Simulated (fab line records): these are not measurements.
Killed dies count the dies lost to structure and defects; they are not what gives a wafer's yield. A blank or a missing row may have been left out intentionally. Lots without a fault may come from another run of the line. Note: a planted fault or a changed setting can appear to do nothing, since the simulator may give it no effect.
Chamber matching + flow sky130 + 4 sister chambers for SKY_METAL3_ETCH_17 on rieDiel-03
The step etches SiO2 in C4F8/O2/Ar, stops on TiN, time 3.9 s, target depth 15 nm. 4 wafers are shown with their chamber, then 12 later ones without.

== WAFERS PAIRED WITH THEIR CHAMBERS ==
| wafer  | chamber | oesProductAu (a.u.) |
|--------|---------|---------------------|
| L084.4 | 3       | 0.755               |
| L089.2 | 0       | 0.749               |
| L089.3 | 2       | 0.757               |
| L089.4 | 1       | 0.758               |

== WAFERS WITH NO CHAMBER GIVEN ==
| wafer  | oesProductAu (a.u.) |
|--------|---------------------|
| L087.1 | 0.746               |
| L087.3 | 0.751               |
| L087.4 | 0.770               |
| L090.2 | 0.747               |
| L090.3 | 0.766               |
| L090.4 | 0.768               |
| L093.3 | 0.757               |
| L093.4 | 0.761               |
| L093.5 | 0.763               |
| L096.4 | 0.748               |
| L096.5 | 0.762               |
| L096.6 | 0.761               |

== EACH ONE'S CHAMBER ==
| wafer  | from the rows above               | in truth |
|--------|-----------------------------------|----------|
| L087.1 | can't be placed: 0 or 3 or 2 or 1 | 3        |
| L087.3 | can't be placed: 0 or 3 or 2 or 1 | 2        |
| L087.4 | can't be placed: 1 or 2 or 3 or 0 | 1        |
| L090.2 | can't be placed: 0 or 3 or 2 or 1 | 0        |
| L090.3 | can't be placed: 1 or 2 or 3 or 0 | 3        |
| L090.4 | can't be placed: 1 or 2 or 3 or 0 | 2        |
| L093.3 | can't be placed: 2 or 1 or 3 or 0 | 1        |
| L093.4 | can't be placed: 1 or 2 or 3 or 0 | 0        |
| L093.5 | can't be placed: 1 or 2 or 3 or 0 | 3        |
| L096.4 | can't be placed: 0 or 3 or 2 or 1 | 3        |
| L096.5 | can't be placed: 1 or 2 or 3 or 0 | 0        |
| L096.6 | can't be placed: 1 or 2 or 3 or 0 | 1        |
Correctly placed: 0 of 12. These rows do not allow placing 12 (true chamber among the candidates in 12). Wrongly placed: 0.
How it was worked out, from the rows above alone: a wafer's distance from a chamber is the root of the sum, over the readings, of the square of ((its reading less the chamber's mean) divided by the reading's scatter). If the next closest chamber is less than 2 further off than the closest, the wafer can't be placed; otherwise it belongs to the closest. Each chamber's mean is taken over the wafers shown for it. The scatter: with one shown wafer a chamber, the root of the mean of the squares of how far each hidden wafer lies from its nearest shown one.
